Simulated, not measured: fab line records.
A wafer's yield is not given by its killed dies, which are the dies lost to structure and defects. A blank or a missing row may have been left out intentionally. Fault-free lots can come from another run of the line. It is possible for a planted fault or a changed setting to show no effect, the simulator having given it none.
Struck lot and sound lot, side by side | flow sky130 | 14 out of 708 route steps
Sound: wafers L637.2, L637.5, L637.6. Struck: wafer L647.5 (left out: L647.2, L647.6 of the same lot, which were not struck); the cause appears at the end.
Per side, at each step with rows, come the tool, then ch with its chambers, and then its first start. Under that, the readings that differ: sound wafers | struck wafers | difference of the means | sigmas: that difference in standard deviations of wafers without a fault.
alike: words and numbers the same on both sides, and readings whose means are apart by under 2 such deviations; not compared: readings that were withheld, readings missing a value for some wafer, numbers with overlapping values and no deviation given by the record, and bounds like >300 which may hide the same value.
The two part at a step that has a row with sigmas, a row that says differs or no value, or rows on one side only. Non-overlapping numbers with no deviation appear without sigmas and do not part them. Lack of a reading on every wafer of one side parts them only where that side has two or more wafers.

SKY_VIA2_CD_MEAS_12 targets a cd of 200 nm.
  sound: cd sem-01 at day 38 03:21; struck: cd sem-02 at day 42 02:14
  alike: cd nm
SKY_VIA2_OVL_MEAS_13:
  sound: overlay-01 at day 38 03:28; struck: overlay-01 at day 42 02:21
  alike: VIA2_OVL
SKY_VIA2_ETCH_14: etches BARC in N2/H2, stops on SiO2, time 45.9 s, target depth 60 nm.
  sound on rie diel-03 ch 0,2,3, day 38 03:29; struck on rie diel-02 ch 1, day 42 02:23
  reading               | sound             | struck | difference | sigmas
  oes product au (a.u.) | 0.853 0.853 0.853 | 0.842  | -0.011     | -2
  alike: drypump motor current A, throttle valve pct
  not compared: rf hours counter h
then, 1 step without rows for these wafers: SKY_VIA2_ETCH_15 (etches SiO2 in C4F8/O2/Ar, stops on TiN, target depth 546 nm, time 84 s).
SKY_VIA2_STRIP_16: strips in O2/N2.
  sound on plasma asher-02 ch 0,1, day 38 03:36; struck on plasma asher-03 ch 1, day 42 02:29
  alike: drypump motor current A, oes product au, strip time to endpoint s
  not compared: rf hours counter h
then, 3 steps without rows for these wafers: SKY_VIA2_STRIP_17 (strips in post etch residue remover, time 1200 s); SKY_VIA2_CLEAN_18 (cleans in IPA, time 180 s); SKY_VIA2_CLEAN_19 (cleans in O3/DIW).
SKY_VIA2_SPUTTER_20: material TiN, target thk 20 nm, time 80 s.
  sound: pvd sputter-01 at day 38 04:12; struck: pvd sputter-04 at day 42 03:10
  alike: cathode dc power W, throttle valve pct
SKY_VIA2_CVD_21: deposits W, target thk 420 nm, time 126.4 s.
  sound on cvd w-02 ch 0,1, day 38 04:16; struck on cvd w-01 ch 0, day 42 03:14
  reading            | sound       | struck | difference | sigmas
  heater power w (W) | 858 855 734 | 724    | -92        | -2
SKY_VIA2_RS_MEAS_22: a four-point-probe measurement.
  sound: film metro-03 at day 38 04:25; struck: film metro-03 at day 42 03:23
  alike: VIA2_W_RS
SKY_VIA2_THK_MEAS_23: measures by xrf.
  sound: film metro-03 at day 38 04:31; struck: film metro-03 at day 42 03:29
  alike: VIA2_W_THK
SKY_VIA2_CMP_24: polishes, stops on SiO2, t overpolish 20 s, target thk 0 nm.
  sound on cmp-01 ch 2,3, day 38 04:37; struck on cmp-02 ch 3, day 42 03:35
  reading                | sound                | struck | difference | sigmas
  overpolish run s (s)   | 20.003 20.003 20.008 | 0.037  | -19.968    | -99 or more
  time to endpoint s (s) | 100 99 98            | 157    | +58        | +12
  alike: motor current A
SKY_METAL3_SPUTTER_00: material Ti, target thk 15 nm, time 10 s.
  rows exist in the record for the sound wafers here (pvd sputter-04, day 38 04:52), none for the struck ones

== WHERE THEY PART ==
Last at SKY_METAL3_SPUTTER_00 as far as this record goes, first at SKY_VIA2_ETCH_14.

WHY: the cause the simulator had injected
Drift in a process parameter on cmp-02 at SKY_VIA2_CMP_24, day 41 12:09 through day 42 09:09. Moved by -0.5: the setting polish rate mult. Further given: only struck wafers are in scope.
